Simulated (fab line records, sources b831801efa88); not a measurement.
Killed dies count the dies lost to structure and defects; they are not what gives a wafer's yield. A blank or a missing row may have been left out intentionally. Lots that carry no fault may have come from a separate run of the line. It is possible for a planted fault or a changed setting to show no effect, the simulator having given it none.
Which of the tools did it?	flow sky130	11 lots with 33 wafers sampled at 5 steps, on a route of 708 steps

## WHAT THE GAUGES READ, wafer by wafer
SKY_METAL4_CD_MEAS_13 targets a cd of 300 nm. Usual: 299.8 nm for cd_nm, sd 1.4.
lot	measured	on	cd_nm (nm)	flag
L586	day 42 01:41	cd_sem-01	297.6 297.6 298.8	
L589	day 42 19:21	cd_sem-01	298.4 298.1 298.0	
L590	day 43 00:25	cd_sem-01	301.3 301.6 300.8	
L591	day 43 05:19	cd_sem-01	300.7 300.6 302.2	
L592	day 43 08:19	cd_sem-02	300.3 298.7 298.9	
L593	day 43 22:24	cd_sem-01	299.3 300.5 299.3	
L595	day 44 03:55	cd_sem-02	299.2 297.8 299.4	
L599	day 45 19:28	cd_sem-02	299.5 300.4 298.8	
L604	day 46 18:12	cd_sem-02	298.9 299.7 298.9	
L603	day 46 20:28	cd_sem-01	300.9 299.8 301.2	
L607	day 48 00:34	cd_sem-01	300.4 300.6 299.2	

SKY_PASSIVATION_THK_MEAS_03. Usual: PASSIVATION_CVD_02_THK typically reads 539 nm, with standard deviation 6.5.
lot	measured	on	PASSIVATION_CVD_02_THK (nm)	flag
L586	day 44 03:52	film_metro-02	538 542 536	
L589	day 44 20:50	film_metro-01	523 528 530	
L590	day 45 01:47	film_metro-02	539 541 549	
L591	day 45 06:11	film_metro-02	539 546 540	
L592	day 45 08:34	film_metro-01	530 534 546	
L593	day 45 22:23	film_metro-01	535 535 547	
L595	day 46 03:55	film_metro-01	536 532 546	
L599	day 47 15:41	film_metro-04	537 531 560	
L604	day 48 13:23	film_metro-02	528 537 541	
L603	day 48 15:26	film_metro-04	537 532 554	
L607	day 49 17:33	film_metro-04	536 551 551	

## TOOL THAT RAN EACH LOT (tool first, then ch and the chambers of the sampled wafers, then the start)
lot	SKY_METAL4_SPUTTER_04	SKY_METAL5_METAL_ETCH_15	SKY_PASSIVATION_CVD_02
L586	pvd_sputter-04, day 40 00:55	rie_metal-02 ch 0,1, day 44 02:45	pecvd-04 ch 0,1,2, day 44 03:43
L589	pvd_sputter-04, day 40 18:29	rie_metal-01 ch 0,1, day 44 19:39	pecvd-04 ch 0,1, day 44 20:36
L590	pvd_sputter-02, day 40 23:52	rie_metal-01 ch 0,1, day 45 00:33	pecvd-01 ch 0,2, day 45 01:33
L591	pvd_sputter-04, day 41 04:35	rie_metal-02 ch 0,1, day 45 04:56	pecvd-01 ch 0,1, day 45 05:56
L592	pvd_sputter-02, day 41 09:33	rie_metal-02 ch 0,1, day 45 07:19	pecvd-04 ch 0,1, day 45 08:20
L593	pvd_sputter-02, day 41 23:08	rie_metal-02 ch 0,1, day 45 21:09	pecvd-01 ch 0,1,2, day 45 22:09
L595	pvd_sputter-03, day 42 05:36	rie_metal-04 ch 0,1, day 46 02:30	pecvd-03 ch 0,2, day 46 03:41
L599	pvd_sputter-04, day 43 22:46	rie_metal-01 ch 1, day 47 14:17	pecvd-04 ch 0,1,2, day 47 15:28
L604	pvd_sputter-02, day 45 00:10	rie_metal-02 ch 0,1, day 48 12:12	pecvd-03 ch 0,1,2, day 48 13:10
L603	pvd_sputter-02, day 45 01:26	rie_metal-02 ch 0,1, day 48 14:14	pecvd-01 ch 0,1,2, day 48 15:12
L607	pvd_sputter-03, day 46 08:28	rie_metal-04 ch 0,1, day 49 16:28	pecvd-03 ch 0,1,2, day 49 17:18
- SKY_METAL4_SPUTTER_04: material TiN, target thk 70 nm, time 58.3 s.
- SKY_METAL5_METAL_ETCH_15: etches the open film in Cl2/BCl3, stops on SiO2, target depth 1260 nm, time 252 s.
- SKY_PASSIVATION_CVD_02: deposits Si3N4, target thk 540 nm.

## WHAT THE TOOLS THEMSELVES READ (means of the sampled wafers that have a number; where no wafer has one, the mark that the record gives instead)
SKY_METAL4_SPUTTER_04. Usual: 30.0 % for throttle_valve_pct, sd 0.95.
lot	tool	throttle_valve_pct (%)	flag
L586	pvd_sputter-04	30.3	
L589	pvd_sputter-04	30.0	
L590	pvd_sputter-02	30.1	
L591	pvd_sputter-04	30.3	
L592	pvd_sputter-02	29.6	
L593	pvd_sputter-02	30.6	
L595	pvd_sputter-03	30.7	
L599	pvd_sputter-04	30.0	
L604	pvd_sputter-02	29.4	
L603	pvd_sputter-02	29.7	
L607	pvd_sputter-03	29.1	

SKY_METAL5_METAL_ETCH_15. Usual: drypump_motor_current_A 5.7 A, standard deviation 0.36; mfc_cl2_sccm 59.99 sccm, standard deviation 0.17; oes_product_au 0.895 a.u., standard deviation 0.0048; throttle_valve_pct 22.264 %, standard deviation 0.0086.
lot	tool	drypump_motor_current_A (A)	mfc_cl2_sccm (sccm)	oes_product_au (a.u.)	throttle_valve_pct (%)	flag
L586	rie_metal-02	5.7	59.92	0.890	22.260	
L589	rie_metal-01	5.4	60.04	0.897	22.258	
L590	rie_metal-01	5.4	60.12	0.898	22.263	
L591	rie_metal-02	5.9	60.06	0.898	22.271	
L592	rie_metal-02	5.7	60.00	0.897	22.257	
L593	rie_metal-02	5.7	59.83	0.892	22.258	
L595	rie_metal-04	6.1	60.18	0.896	22.258	
L599	rie_metal-01	5.3	59.90	0.890	22.262	
L604	rie_metal-02	5.9	60.03	0.897	22.269	
L603	rie_metal-02	5.7	60.06	0.896	22.265	
L607	rie_metal-04	6.2	60.08	0.897	22.262	

SKY_PASSIVATION_CVD_02. Usual: heater_power_outer_w 451 W, standard deviation 79; heater_power_w 764 W, standard deviation 110; rf_fwd_power_W 449.2 W, standard deviation 1.3.
lot	tool	heater_power_outer_w (W)	heater_power_w (W)	rf_fwd_power_W (W)	flag
L586	pecvd-04	485	822	449.3	
L589	pecvd-04	450	791	449.2	
L590	pecvd-01	454	752	449.5	
L591	pecvd-01	455	743	447.9	
L592	pecvd-04	521	855	448.6	
L593	pecvd-01	443	742	449.0	
L595	pecvd-03	467	791	449.5	
L599	pecvd-04	479	828	473.1	OFF
L604	pecvd-03	400	702	449.2	
L603	pecvd-01	409	686	449.3	
L607	pecvd-03	386	681	447.3	

## THE ANSWER, worked out from the rows above alone
Rule: a lot is off if the mean of its wafers that have a number lies more than 3 standard deviations from the usual mean. Also off: a lot with no number at a reading for which 4 or more lots have one. Any other lot the step has rows for is counted as sound. Order of review: gauges by route order, followed by the tools' own readings, for which a lot's mean as printed above is used. At the first step where some lot is off, the reading lying furthest off is the one used; lots without a number count as furthest.
Off: L599, at SKY_PASSIVATION_CVD_02 (rf_fwd_power_W).
If a tool, at that step or one of the process steps before it, ran each lot that is off and ran no sound lot following the first of them, it fits. Can't be told from this: 3 tools fit, pvd_sputter-04 at SKY_METAL4_SPUTTER_04, rie_metal-01 at SKY_METAL5_METAL_ETCH_15, pecvd-04 at SKY_PASSIVATION_CVD_02.

## WHAT THE SIMULATOR HAD INSERTED
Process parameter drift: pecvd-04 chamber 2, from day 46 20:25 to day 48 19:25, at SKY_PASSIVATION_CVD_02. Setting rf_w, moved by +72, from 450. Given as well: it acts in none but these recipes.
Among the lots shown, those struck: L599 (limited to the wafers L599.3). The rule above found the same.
